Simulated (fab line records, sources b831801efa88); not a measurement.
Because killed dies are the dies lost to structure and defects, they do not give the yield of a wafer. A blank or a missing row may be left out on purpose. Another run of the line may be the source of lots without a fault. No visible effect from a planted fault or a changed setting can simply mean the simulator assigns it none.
Comparing a struck lot with a sound one :: flow sfq_line :: 17 out of 325 route steps
Sound: the wafers L126.1, L126.3, L126.6. Wafers struck: L133.2, L133.4. At the end, the cause is stated.
For every step that has rows: the tool of each side, followed by ch and its chambers, followed by its first start. Under that, the readings that differ: sound wafers :: struck wafers :: difference of the means :: sigmas: that difference in standard deviations of wafers without a fault.
alike: readings with means less than 2 such deviations apart, plus words and numbers identical on both sides. not compared: withheld readings, readings lacking a value on some wafer, bounds such as >300 that could conceal the same value, and numbers that have no deviation in the record and whose values overlap.
A row with sigmas, a row that says differs or no value, or rows on one side alone: a step with any of these is where the two part. Non-overlapping numbers with no deviation appear without sigmas and do not part them. Lack of a reading on every wafer of one side parts them only where that side has two or more wafers.

SFQ_TRILAYER_C5_BARC_OPEN_VIA_ETCH_210: etches BARC in O2, target depth 125 nm, time 41.7 s.
  sound on rie_diel-03 ch 1,2, day 61 17:19; struck on rie_diel-02 ch 2,3, day 68 18:32
  alike: drypump_motor_current_A, oes_product_au
  not compared: rf_hours_counter_h
SFQ_TRILAYER_C5_ETCH_VIA_ETCH_154: etches SiO2 in CHF3, stops on Nb, target depth 84 nm.
  sound on rie_diel-03 ch 1,2, day 61 17:21; struck on rie_diel-02 ch 2,3, day 68 18:35
  alike: drypump_motor_current_A, oes_product_au
SFQ_TRILAYER_C5_STRIP_STRIP_155: strips in O2.
  sound on rie_metal-04 ch 0,1, day 61 17:24; struck on rie_metal-02 ch 0, day 68 18:37
  alike: drypump_motor_current_A, oes_product_au
  not compared: rf_hours_counter_h
then, 2 steps without rows for these wafers: SFQ_TRILAYER_C5_STRIP_SOLV_CLEAN_156 (cleans in NMP, time 600 s); SFQ_TRILAYER_M6_DEP_PRE_CLEAN_158 (time 22.5 s).
SFQ_TRILAYER_M6_DEP_SPUTTER_157: material Nb, target thk 200 nm, time 133.3 s.
  struck on pvd_sputter-03, day 68 19:26; sound on pvd_sputter-05, day 61 18:12
  alike: throttle_valve_pct
SFQ_M6_RS_MEAS_938: the measuring method here is four-point-probe.
  struck on film_metro-03, day 68 19:32; sound on film_metro-02, day 61 18:17
  alike: M6_NB_RS
then, 4 steps without rows for these wafers: SFQ_TRILAYER_M6_LITHO_COAT_164 (resist thk 62 nm); SFQ_TRILAYER_M6_LITHO_COAT_159 (resist thk 600 nm); SFQ_TRILAYER_M6_LITHO_SOFTBAKE_163; SFQ_TRILAYER_M6_LITHO_EXPOSE_160 (exposes mask M6, target cd 500 nm).
-- the record jumps here: 4 days lie between the struck wafers' starts before and after --
SFQ_TRILAYER_M6_LITHO_PEB_162: peb time 60 s.
  sound on litho_track-04 ch 0, day 62 07:05; struck on litho_track-01 ch 0, day 73 03:06
reading: heater_power_total_W (W)
sound: 79.23 79.04 79.16
struck: 80.89 80.99
difference: +1.80
sigmas: +27

reading: plate_temp_C (C)
sound: 114.87 114.88 114.99
struck: 117.23 117.04
difference: +2.22
sigmas: +16
then, 1 step without rows for these wafers: SFQ_TRILAYER_M6_LITHO_DEVELOP_161 (time 60 s).
SFQ_M6_OVL_MEAS_940:
  struck on overlay-02, day 73 03:23; sound on overlay-01, day 62 07:23
  alike: M6_OVL
SFQ_TRILAYER_M6_BARC_OPEN_METAL_ETCH_206: etches BARC in O2, target depth 125 nm, time 41.7 s.
  sound on rie_metal-01 ch 1, day 62 07:25; struck on rie_metal-04 ch 0,1, day 73 03:25
reading: model.M6.cd_nm (nm)
sound: 501.2 498.8 499.8
struck: 471.5 469.2
difference: -29.6
sigmas: 
  alike: drypump_motor_current_A, oes_product_au
  not compared: rf_hours_counter_h
SFQ_TRILAYER_M6_ETCH_METAL_ETCH_162: etches Nb in Cl2/Ar, stops on SiO2, target depth 240 nm, time 120 s.
  sound on rie_metal-01 ch 1, day 62 07:28; struck on rie_metal-04 ch 0,1, day 73 03:28
reading: model.M6.cd_nm (nm)
sound: 499.4 496.9 498.8
struck: 473.2 469.7
difference: -26.9
sigmas: 
  alike: drypump_motor_current_A, oes_product_au
  not compared: rf_hours_counter_h
SFQ_TRILAYER_M6_STRIP_STRIP_163: strips in O2.
  sound on rie_metal-01 ch 1, day 62 07:36; struck on rie_metal-04 ch 0,1, day 73 03:35
  alike: drypump_motor_current_A, oes_product_au
  not compared: rf_hours_counter_h

## WHERE THEY PART
At SFQ_TRILAYER_M6_LITHO_PEB_162 and nowhere else, as far as this record goes. Later steps at which nothing parts them and some readings are alike: SFQ_M6_OVL_MEAS_940, SFQ_TRILAYER_M6_BARC_OPEN_METAL_ETCH_206, SFQ_TRILAYER_M6_ETCH_METAL_ETCH_162, SFQ_TRILAYER_M6_STRIP_STRIP_163.

WHY: what the simulator had put in
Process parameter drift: litho_track-01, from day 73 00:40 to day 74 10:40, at SFQ_TRILAYER_M6_LITHO_PEB_162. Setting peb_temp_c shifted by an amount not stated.
